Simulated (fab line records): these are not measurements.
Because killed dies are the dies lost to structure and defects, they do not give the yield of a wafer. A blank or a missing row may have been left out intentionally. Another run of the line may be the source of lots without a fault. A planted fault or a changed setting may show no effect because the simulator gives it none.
Which tool is to blame? | flow sky130 | 13 lots with 39 wafers sampled at 4 steps, on a route of 708 steps

WHAT EACH GAUGE READ, for each wafer
SKY_CONTACT_THK_MEAS_01.
lot  | measured     | on            | CONTACT_CVD_00_THK (nm)
L379 | day 30 21:08 | film-metro-01 | 74.0 74.8 76.0
L380 | day 31 09:17 | film-metro-04 | 75.7 73.0 74.9
L381 | day 31 17:30 | film-metro-04 | 74.6 75.3 76.2
L382 | day 31 20:11 | film-metro-01 | 76.3 75.1 76.7
L383 | day 32 06:51 | film-metro-01 | 76.7 74.6 78.3
L393 | day 35 19:37 | film-metro-02 | 75.6 76.5 75.7
L394 | day 36 03:58 | film-metro-04 | 73.8 76.2 75.2
L395 | day 36 04:32 | film-metro-04 | 75.6 76.5 76.3
L396 | day 36 06:23 | film-metro-02 | 75.3 75.8 76.9
L398 | day 36 23:14 | film-metro-02 | 74.6 75.0 75.0
L399 | day 37 10:59 | film-metro-02 | 73.6 76.9 75.9
L400 | day 38 01:02 | film-metro-02 | 75.2 76.1 76.4
L401 | day 38 07:47 | film-metro-01 | 73.7 76.2 77.4

WHICH TOOL RAN EACH LOT (tool, then ch and the chambers of the sampled wafers, then the start)
lot  | SKY_LI_CONTACT_CMP_24         | SKY_LOCAL_INTERCONNECT_METAL_ETCH_14 | SKY_CONTACT_CVD_00
L379 | cmp-02 ch 0,3, day 29 15:37   | rie-metal-04 ch 0,1, day 30 20:28    | pecvd-04 ch 0,1, day 30 21:06
L380 | cmp-01 ch 1,3, day 30 05:00   | rie-metal-03 ch 0, day 31 08:34      | pecvd-03 ch 0,2, day 31 09:16
L381 | cmp-01 ch 0,3, day 30 12:32   | rie-metal-03 ch 0,1, day 31 16:49    | pecvd-04 ch 0,2, day 31 17:27
L382 | cmp-02 ch 1,3, day 30 15:31   | rie-metal-04 ch 0,1, day 31 19:31    | pecvd-04 ch 0,1,2, day 31 20:09
L383 | cmp-02 ch 0,1,3, day 31 02:50 | rie-metal-03 ch 0,1, day 32 06:10    | pecvd-02 ch 0,2, day 32 06:49
L393 | cmp-01 ch 0,2,3, day 34 14:55 | rie-metal-01 ch 0,1, day 35 18:55    | pecvd-04 ch 1,2, day 35 19:34
L394 | cmp-01 ch 1,3, day 35 00:48   | rie-metal-03 ch 0,1, day 36 03:17    | pecvd-04 ch 1,2, day 36 03:54
L395 | cmp-01 ch 2,3, day 35 01:06   | rie-metal-03 ch 0,1, day 36 03:51    | pecvd-03 ch 0,2, day 36 04:30
L396 | cmp-01 ch 0,1,3, day 35 02:24 | rie-metal-01 ch 0,1, day 36 05:41    | pecvd-02 ch 0,2, day 36 06:20
L398 | cmp-01 ch 1,2,3, day 35 20:14 | rie-metal-03 ch 0,1, day 36 22:34    | pecvd-04 ch 0,1, day 36 23:12
L399 | cmp-02 ch 0,3, day 36 07:30   | rie-metal-03 ch 0,1, day 37 10:19    | pecvd-02 ch 0,1, day 37 10:58
L400 | cmp-02 ch 0,1,3, day 36 21:36 | rie-metal-03 ch 0,1, day 38 00:21    | pecvd-04 ch 0,2, day 38 01:00
L401 | cmp-02 ch 0,1,2, day 37 04:53 | rie-metal-01 ch 0, day 38 07:01      | pecvd-03 ch 0,1, day 38 07:44
- SKY_LI_CONTACT_CMP_24: polishes, stops on PSG, t overpolish 20 s, target thk 0 nm.
- SKY_LOCAL_INTERCONNECT_METAL_ETCH_14: etches TiN in Cl2/BCl3, stops on PSG, target depth 110 nm, time 31.4 s.
- SKY_CONTACT_CVD_00: deposits Si3N4, target thk 75 nm.

AS READ BY THE TOOLS THEMSELVES (means over the sampled wafers that have a number; for cases with no such wafer, the mark the record gives instead)
SKY_LI_CONTACT_CMP_24.
lot  | tool   | head-pressure-psi (psi) | motor-current-A (A) | overpolish-run-s (s) | time-to-endpoint-s (s)
L379 | cmp-02 | 3.502                   | 12.2                | 19.999               | 94
L380 | cmp-01 | 3.499                   | 12.2                | 20.004               | 95
L381 | cmp-01 | 3.498                   | 12.4                | 20.012               | 90
L382 | cmp-02 | 3.499                   | 11.3                | 20.005               | 98
L383 | cmp-02 | 3.504                   | 11.8                | 19.996               | 99
L393 | cmp-01 | 3.497                   | 12.1                | 19.993               | 94
L394 | cmp-01 | 3.502                   | 12.2                | 19.994               | 91
L395 | cmp-01 | 3.509                   | 11.8                | 20.004               | 97
L396 | cmp-01 | 3.498                   | 12.4                | 20.008               | 94
L398 | cmp-01 | 3.500                   | 12.0                | 19.997               | 91
L399 | cmp-02 | 3.504                   | 12.1                | 19.988               | 98
L400 | cmp-02 | 3.501                   | 11.9                | 19.995               | 97
L401 | cmp-02 | 3.499                   | 11.3                | 20.004               | 98

SKY_LOCAL_INTERCONNECT_METAL_ETCH_14.
lot  | tool         | bias-w (W) | drypump-motor-current-A (A) | oes-product-au (a.u.) | throttle-valve-pct (%)
L379 | rie-metal-04 | 48.41      | 6.4                         | 0.946                 | 21.900
L380 | rie-metal-03 | 48.58      | 5.6                         | 0.943                 | 21.892
L381 | rie-metal-03 | 48.54      | 5.5                         | 0.948                 | 21.897
L382 | rie-metal-04 | 48.43      | 6.0                         | 0.926                 | 21.904
L383 | rie-metal-03 | 59.57      | 5.5                         | 0.935                 | 21.919
L393 | rie-metal-01 | 48.58      | 5.9                         | 0.933                 | 21.905
L394 | rie-metal-03 | 48.45      | 5.6                         | 0.958                 | 21.895
L395 | rie-metal-03 | 48.47      | 5.5                         | 0.932                 | 21.914
L396 | rie-metal-01 | 48.59      | 5.8                         | 0.939                 | 21.901
L398 | rie-metal-03 | 48.44      | 5.6                         | 0.957                 | 21.896
L399 | rie-metal-03 | 48.52      | 5.6                         | 0.960                 | 21.890
L400 | rie-metal-03 | 48.46      | 5.5                         | 0.949                 | 21.899
L401 | rie-metal-01 | 48.55      | 6.1                         | 0.952                 | 21.894

SKY_CONTACT_CVD_00.
lot  | tool     | heater-power-w (W)
L379 | pecvd-04 | 604
L380 | pecvd-03 | 615
L381 | pecvd-04 | 669
L382 | pecvd-04 | 655
L383 | pecvd-02 | 821
L393 | pecvd-04 | 683
L394 | pecvd-04 | 608
L395 | pecvd-03 | 595
L396 | pecvd-02 | 775
L398 | pecvd-04 | 660
L399 | pecvd-02 | 722
L400 | pecvd-04 | 638
L401 | pecvd-03 | 761

THE ANSWER, worked out from the rows above alone
Rule: the lots themselves supply what counts as usual. The widest of any qualifying gaps counts: lots, ordered by their means at a reading, are off when they make up no more than a third of the lots, leave a main group of 4 or more, and stand apart from it by 3 or more times the standard deviation of that group's means. A main group is skipped when, at the precision printed for the reading in the tables above, its means are all equal. A lot without any number at a reading at which 4 lots or more have one is off too. Any other lot the step has rows for is counted as sound. After the gauges, taken in route order, come the tools' own readings; for these a lot's mean is taken, as printed above. At the first step where some lot is off, the reading lying furthest off is the one used; lots without a number count as furthest.
Off, at SKY_LOCAL_INTERCONNECT_METAL_ETCH_14 on bias-w: L383. The main group: mean 48.50 W, standard deviation 0.063.
A tool fits if, at that step or a process step before it, it ran every lot that is off, and no sound lot after the first of them. No candidate that was tried fits.

WHAT WAS PUT IN BY THE SIMULATOR
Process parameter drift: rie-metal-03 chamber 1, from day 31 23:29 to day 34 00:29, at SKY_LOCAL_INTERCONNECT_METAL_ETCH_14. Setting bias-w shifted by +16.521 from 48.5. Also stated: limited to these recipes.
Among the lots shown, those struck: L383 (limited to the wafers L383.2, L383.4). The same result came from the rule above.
